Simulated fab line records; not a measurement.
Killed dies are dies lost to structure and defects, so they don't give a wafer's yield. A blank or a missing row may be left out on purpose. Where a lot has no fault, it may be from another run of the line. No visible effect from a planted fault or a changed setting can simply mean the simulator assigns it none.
A lot that was struck, set against a sound lot :: flow gf180mcu :: 36 out of 602 route steps
Sound: these wafers, L852.2, L852.3, L852.6. Struck: wafer L855.1 (L855.4, L855.6, from the same lot, were not struck and are left out); the cause is given at the end.
At each step with rows: each side's tool, then ch and its chambers, then its first start. Under that, the readings that differ: sound wafers :: struck wafers :: difference of the means :: sigmas: that difference in standard deviations of wafers without a fault.
alike: readings with means less than 2 such deviations apart, plus words and numbers identical on both sides. not compared: withheld readings, readings lacking a value on some wafer, bounds such as >300 that could conceal the same value, and numbers that have no deviation in the record and whose values overlap.
A row with sigmas, a row that says differs or no value, or rows on one side alone: a step with any of these is where the two part. When numbers do not overlap yet have no deviation, they are printed without sigmas and do not part them. A reading missing from all wafers of one side parts the sides only when that side holds two or more wafers.

first, 2 steps without rows for these wafers: GF_M2_PEB_12 (peb time 90 s); GF_M2_DEVELOP_13 (develop time 60 s).
GF_M2_CD_MEAS_14: the cd target is 280 nm.
  struck on cdSem-02, day 20 17:41; sound on cdSem-02, day 19 13:50
  alike: cdNm
GF_M2_OVL_MEAS_15:
  struck on overlay-02, day 20 17:49; sound on overlay-02, day 19 13:57
reading: M2_OVL (nm)
sound: -6 2 1
struck: 14
difference: +15
sigmas: +2
then, 5 steps without rows for these wafers: GF_M2_METAL_ETCH_16 (etches the open film in Cl2/BCl3, stops on SiO2, target depth 750.8 nm, time 125.1 s); GF_M2_STRIP_17 (strips in O2/N2); GF_M2_STRIP_18 (strips in post etch residue remover, time 1200 s); GF_M2_CLEAN_19 (cleans in DIW); GF_V2_CVD_00 (deposits SiO2, target thk 600 nm, time 100 s).
GF_V2_THK_MEAS_01:
  struck on filmMetro-01, day 20 18:39; sound on filmMetro-04, day 19 14:50
  alike: V2_CVD_00_THK
GF_V2_CVD_02: deposits SiO2 from TEOS, target thk 850 nm, time 94.851 s.
  sound on pecvd-03 ch 0,1,2, day 19 14:53; struck on pecvd-03 ch 0, day 20 18:43
  alike: heaterPowerW
  not compared: sinceWetCleanH
GF_V2_THK_MEAS_03:
  struck on filmMetro-04, day 20 18:46; sound on filmMetro-01, day 19 14:58
  alike: V2_CVD_02_THK
GF_V2_CMP_04: polishes SiO2.
  sound on cmp-02 ch 1,3, day 19 15:01; struck on cmp-01 ch 2, day 20 18:53
reading: timeToEndpointS (s)
sound: 84 73 88
struck: 105
difference: +23
sigmas: +4

reading: model.SiO2_of_V2_CVD_02.thkNm (nm)
sound: 634.1 633.3 632.2
struck: 570.4
difference: -62.8
sigmas: 
  alike: motorCurrentA
GF_V2_BOW_MEAS_05:
  struck on filmMetro-03, day 20 19:08; sound on filmMetro-04, day 19 15:20
  alike: V2_BOW
then, 8 steps without rows for these wafers: GF_V2_DEHYDRATE_06 (time 60 s); GF_V2_HMDS_07 (prime time 60 s); GF_V2_COAT_08; GF_V2_COAT_09 (resist thk 1000 nm); GF_V2_SOFTBAKE_10 (time 60 s); GF_V2_EXPOSE_11 (exposes mask Via2, target cd 260 nm); GF_V2_PEB_12 (peb time 90 s); GF_V2_DEVELOP_13 (develop time 60 s).
GF_V2_CD_MEAS_14: the cd target is 260 nm.
  struck on cdSem-01, day 21 18:52; sound on cdSem-01, day 20 15:44
  alike: cdNm
GF_V2_OVL_MEAS_15:
  struck on overlay-02, day 21 18:59; sound on overlay-01, day 20 15:50
  alike: V2_OVL
then, 1 step without rows for these wafers: GF_V2_ETCH_16 (etches BARC in N2/H2).
GF_V2_ETCH_17: etches SiO2 in C4F8/O2/Ar, stops on TiN, target depth 630 nm.
  sound on rieDiel-02 ch 1,3; struck on rieDiel-01 ch 3
reading: oesProductAu (a.u.)
sound: 0.860 0.857 0.849
struck: 0.807
difference: -0.048
sigmas: -11

reading: model.V2.featureDepthNm (nm)
sound: 634.1 633.3 632.2
struck: 570.4
difference: -62.8
sigmas: 

reading: model.etch.depthNm (nm)
sound: 634.1 633.3 632.2
struck: 570.4
difference: -62.8
sigmas: 
then, 3 steps without rows for these wafers: GF_V2_STRIP_18 (strips in O2/N2); GF_V2_STRIP_19 (strips in post etch residue remover, time 1200 s); GF_V2_CLEAN_20 (cleans in DIW).
GF_V2_SPUTTER_21: material Ti, target thk 15 nm, time 80.02 s.
  struck on pvdSputter-02, day 21 19:41; sound on pvdSputter-04, day 20 16:38
  alike: throttleValvePct
GF_V2_SPUTTER_22: material TiN, target thk 10 nm, time 40 s.
  struck on pvdSputter-02, day 21 19:45; sound on pvdSputter-04, day 20 16:41
  alike: throttleValvePct
GF_V2_CVD_23: deposits W, target thk 350 nm, time 104.94 s.
  sound on cvdW-01 ch 0,1, day 20 16:44; struck on cvdW-02 ch 1, day 21 19:47
  alike: heaterPowerW
  not compared: sinceWetCleanH
GF_V2_RS_MEAS_24: a four-point-probe measurement.
  struck on filmMetro-04, day 21 19:54; sound on filmMetro-04, day 20 16:52
  alike: V2_W_RS
GF_V2_THK_MEAS_25: measures by xrf.
  struck on filmMetro-04, day 21 20:01; sound on filmMetro-04, day 20 16:58
  alike: V2_W_THK
GF_V2_CMP_26: polishes, stops on SiO2, t overpolish 15 s, target thk 0 nm.
  sound on cmp-01 ch 1,2, day 20 17:04; struck on cmp-02 ch 3, day 21 20:08
reading: model.SiO2_of_V2_CVD_02.thkNm (nm)
sound: 630.4 629.5 628.5
struck: 566.6
difference: -62.9
sigmas: 
  alike: motorCurrentA
GF_M3_SPUTTER_00: material Ti, target thk 37.5 nm, time 150 s.
  struck on pvdSputter-03, day 21 20:23; sound on pvdSputter-03, day 20 17:19
  alike: throttleValvePct

## WHERE THEY PART
At GF_M2_OVL_MEAS_15 first; at GF_V2_ETCH_17 last (within this record only). Later steps at which nothing parts them and some readings are alike: GF_V2_SPUTTER_21, GF_V2_SPUTTER_22, GF_V2_CVD_23, GF_V2_RS_MEAS_24, GF_V2_THK_MEAS_25, GF_V2_CMP_26, GF_M3_SPUTTER_00.

WHY: the cause the simulator had injected
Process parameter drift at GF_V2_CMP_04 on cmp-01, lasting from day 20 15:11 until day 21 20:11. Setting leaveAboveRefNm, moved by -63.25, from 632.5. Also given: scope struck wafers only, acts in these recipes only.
